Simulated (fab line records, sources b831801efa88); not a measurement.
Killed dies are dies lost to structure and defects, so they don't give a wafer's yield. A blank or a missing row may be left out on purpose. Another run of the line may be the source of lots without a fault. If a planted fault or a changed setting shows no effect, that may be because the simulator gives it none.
Which tool was responsible? | flow sky130 | 12 lots, 36 wafers sampled, at 5 steps of a route of 708

## WHAT EACH GAUGE READ, for each wafer
No reading from a measuring or inspecting step in the record can be judged against a usual standard deviation.

## EACH LOT AND THE TOOL THAT RAN IT (in order: tool; ch and the chambers of the sampled wafers; start)
lot  | SKY_LOCAL_INTERCONNECT_STRIP_15      | SKY_METAL5_SPUTTER_00        | SKY_METAL5_SPUTTER_03        | SKY_PASSIVATION_CVD_02          | SKY_PAD_OPEN_PROBE_99
L134 | plasma_asher-01 ch 0,1, day 30 17:15 | pvd_sputter-04, day 43 05:27 | pvd_sputter-04, day 43 05:33 | pecvd-03 ch 0,2, day 44 05:44   | -
L135 | plasma_asher-02 ch 0, day 31 00:15   | pvd_sputter-04, day 43 12:27 | pvd_sputter-04, day 43 12:33 | pecvd-03 ch 0,1,2, day 44 11:04 | -
L136 | plasma_asher-04 ch 0,1, day 31 17:27 | pvd_sputter-01, day 44 01:46 | pvd_sputter-01, day 44 01:51 | pecvd-03 ch 0,2, day 45 01:06   | -
L141 | plasma_asher-04 ch 0,1, day 32 21:48 | pvd_sputter-04, day 44 23:31 | pvd_sputter-04, day 44 23:37 | pecvd-04 ch 0,2, day 45 22:35   | -
L142 | plasma_asher-02 ch 0,1, day 33 13:06 | pvd_sputter-04, day 45 10:16 | pvd_sputter-04, day 45 10:22 | pecvd-01 ch 1,2, day 46 07:28   | prober-02, day 48 05:15
L143 | plasma_asher-02 ch 0,1, day 33 18:20 | pvd_sputter-02, day 45 16:37 | pvd_sputter-02, day 45 16:43 | pecvd-01 ch 0,1,2, day 46 14:46 | prober-01, day 48 09:17
L148 | plasma_asher-01 ch 0,1, day 35 02:56 | pvd_sputter-01, day 46 20:29 | pvd_sputter-01, day 46 20:35 | pecvd-01 ch 0,2, day 47 17:32   | -
L149 | plasma_asher-01 ch 0,1, day 35 09:40 | pvd_sputter-01, day 47 01:35 | pvd_sputter-01, day 47 01:41 | pecvd-03 ch 0,2, day 47 23:11   | -
L152 | plasma_asher-04 ch 0,1, day 36 14:06 | pvd_sputter-02, day 47 23:01 | pvd_sputter-02, day 47 23:07 | pecvd-04 ch 1,2, day 48 19:02   | -
L153 | plasma_asher-02 ch 0,1, day 36 15:42 | pvd_sputter-02, day 47 23:36 | pvd_sputter-02, day 47 23:42 | pecvd-04 ch 0,1,2, day 48 20:22 | -
L155 | plasma_asher-02 ch 0, day 37 07:12   | pvd_sputter-01, day 48 10:58 | pvd_sputter-01, day 48 11:04 | pecvd-03 ch 1, day 49 05:50     | -
L157 | plasma_asher-04 ch 0,1, day 37 14:09 | pvd_sputter-02, day 48 16:28 | pvd_sputter-02, day 48 16:34 | pecvd-01 ch 1,2, day 49 11:08   | -
- SKY_LOCAL_INTERCONNECT_STRIP_15: strips in O2/N2.
- SKY_METAL5_SPUTTER_00: material Ti, target thk 15 nm, time 10 s.
- SKY_METAL5_SPUTTER_03: material Ti, target thk 5 nm, time 3.3 s.
- SKY_PASSIVATION_CVD_02: deposits Si3N4, target thk 540 nm.
- SKY_PAD_OPEN_PROBE_99

## AS READ BY THE TOOLS THEMSELVES (means over the sampled wafers that have a number; for cases with no such wafer, the mark the record gives instead)
SKY_LOCAL_INTERCONNECT_STRIP_15. Usual: drypump_motor_current_A 5.35 A, standard deviation 0.18; oes_product_au 0.427 a.u., standard deviation 0.0041; strip_time_to_endpoint_s 4.727 s, standard deviation 0.022.
lot  | tool            | drypump_motor_current_A (A) | oes_product_au (a.u.) | strip_time_to_endpoint_s (s) | flag
L134 | plasma_asher-01 | 5.28                        | 0.428                 | 4.706                        |
L135 | plasma_asher-02 | 5.72                        | 0.425                 | 4.734                        |
L136 | plasma_asher-04 | 5.20                        | 0.427                 | 4.734                        |
L141 | plasma_asher-04 | 5.20                        | 0.427                 | 4.712                        |
L142 | plasma_asher-02 | 5.61                        | 0.424                 | 4.753                        |
L143 | plasma_asher-02 | 5.49                        | 0.429                 | 4.713                        |
L148 | plasma_asher-01 | 5.29                        | 0.424                 | 4.719                        |
L149 | plasma_asher-01 | 5.30                        | 0.432                 | 4.727                        |
L152 | plasma_asher-04 | 5.20                        | 0.423                 | 4.721                        |
L153 | plasma_asher-02 | 5.50                        | 0.430                 | 4.748                        |
L155 | plasma_asher-02 | 5.73                        | 0.422                 | 4.699                        |
L157 | plasma_asher-04 | 5.21                        | 0.420                 | 4.719                        |

SKY_METAL5_SPUTTER_00. Usual: cathode_dc_power_W 3000.0 W, standard deviation 0.52; chamber_pressure_pa 0.4000 Pa, standard deviation 0.00091; throttle_valve_pct 29.8 %, standard deviation 1.1.
lot  | tool           | cathode_dc_power_W (W) | chamber_pressure_pa (Pa) | throttle_valve_pct (%) | flag
L134 | pvd_sputter-04 | 3000.2                 | 0.4006                   | 29.4                   |
L135 | pvd_sputter-04 | 3000.0                 | 0.3991                   | 29.2                   |
L136 | pvd_sputter-01 | 3000.0                 | 0.3995                   | 30.1                   |
L141 | pvd_sputter-04 | 2999.8                 | 0.4004                   | 29.5                   |
L142 | pvd_sputter-04 | 2999.8                 | 0.4007                   | 29.5                   |
L143 | pvd_sputter-02 | 3000.6                 | 0.4001                   | 29.8                   |
L148 | pvd_sputter-01 | 3000.1                 | 0.4000                   | 30.0                   |
L149 | pvd_sputter-01 | 2999.9                 | 0.3993                   | 31.2                   |
L152 | pvd_sputter-02 | 3000.0                 | 0.4002                   | 30.3                   |
L153 | pvd_sputter-02 | 2999.6                 | 0.4003                   | 30.3                   |
L155 | pvd_sputter-01 | 3000.0                 | 0.4006                   | 30.2                   |
L157 | pvd_sputter-02 | 2999.7                 | 0.3999                   | 30.2                   |

SKY_METAL5_SPUTTER_03. Usual: cathode_dc_power_W 3000.0 W, standard deviation 0.51; chamber_pressure_pa 0.4001 Pa, standard deviation 0.00077; throttle_valve_pct 29.8 %, standard deviation 1.1.
lot  | tool           | cathode_dc_power_W (W) | chamber_pressure_pa (Pa) | throttle_valve_pct (%) | flag
L134 | pvd_sputter-04 | 3000.5                 | 0.3999                   | 29.4                   |
L135 | pvd_sputter-04 | 2999.4                 | 0.3998                   | 29.4                   |
L136 | pvd_sputter-01 | 3000.0                 | 0.4004                   | 30.1                   |
L141 | pvd_sputter-04 | 3000.1                 | 0.4005                   | 29.6                   |
L142 | pvd_sputter-04 | 2999.4                 | 0.3998                   | 29.4                   |
L143 | pvd_sputter-02 | 2999.6                 | 0.3990                   | 29.8                   |
L148 | pvd_sputter-01 | 2999.8                 | 0.3999                   | 30.2                   |
L149 | pvd_sputter-01 | 2999.8                 | 0.4002                   | 31.2                   |
L152 | pvd_sputter-02 | 2999.6                 | 0.4006                   | 30.4                   |
L153 | pvd_sputter-02 | 2999.9                 | 0.3995                   | 30.3                   |
L155 | pvd_sputter-01 | 2999.8                 | 0.3999                   | 30.4                   |
L157 | pvd_sputter-02 | 2999.8                 | 0.3999                   | 30.1                   |

SKY_PASSIVATION_CVD_02. Usual: heater_power_w 749 W, standard deviation 99.
lot  | tool     | heater_power_w (W) | flag
L134 | pecvd-03 | 742                |
L135 | pecvd-03 | 661                |
L136 | pecvd-03 | 768                |
L141 | pecvd-04 | 817                |
L142 | pecvd-01 | 662                |
L143 | pecvd-01 | 676                |
L148 | pecvd-01 | 711                |
L149 | pecvd-03 | 766                |
L152 | pecvd-04 | 831                |
L153 | pecvd-04 | 838                |
L155 | pecvd-03 | 621                |
L157 | pecvd-01 | 667                |

SKY_PAD_OPEN_PROBE_99. Usual: killed_at_M0_to_M3 45, standard deviation 7.2; killed_at_M4_up 3.0, standard deviation 1.8; killed_at_contacts 25, standard deviation 6.1; killed_at_front_end 14, standard deviation 4.4; killed_at_other 0.2, standard deviation 0.44; killed_dies 88, standard deviation 10; killed_open 48, standard deviation 7.4; killed_short 40, standard deviation 6.3.
lot  | tool      | killed_at_M0_to_M3 | killed_at_M4_up | killed_at_contacts | killed_at_front_end | killed_at_other | killed_dies | killed_open | killed_short | flag
L142 | prober-02 | 37                 | 1.7             | 72                 | 11                  | 0.7             | 123         | 38          | 40           | OFF
L143 | prober-01 | 49                 | 1.3             | 67                 | 16                  | 0.3             | 133         | 51          | 40           | OFF

## THE ANSWER, worked out from the rows above alone
Rule: take the mean of a lot's wafers that have a number; if it is more than 3 standard deviations from the usual mean, the lot is off. Also off: a lot with no number at a reading for which 4 or more lots have one. All remaining lots with rows at the step are treated as sound. After the gauges, taken in route order, come the tools' own readings; for these a lot's mean is taken, as printed above. The first step at which some lot is off is used, and at that step the reading that is off furthest; a lot without a number counts as furthest.
Off: L142, L143, at SKY_PAD_OPEN_PROBE_99 (killed_at_contacts). Neither off nor sound, because the step has no rows for them: L134, L135, L136, L141, L148, L149, L152, L153, L155, L157.
A tool fits if, at that step or a process step before it, it ran every lot that is off, and no sound lot after the first of them. Can't be told from this: 2 tools fit, plasma_asher-02 at SKY_LOCAL_INTERCONNECT_STRIP_15, pecvd-01 at SKY_PASSIVATION_CVD_02.

## WHAT THE SIMULATOR HAD PUT IN
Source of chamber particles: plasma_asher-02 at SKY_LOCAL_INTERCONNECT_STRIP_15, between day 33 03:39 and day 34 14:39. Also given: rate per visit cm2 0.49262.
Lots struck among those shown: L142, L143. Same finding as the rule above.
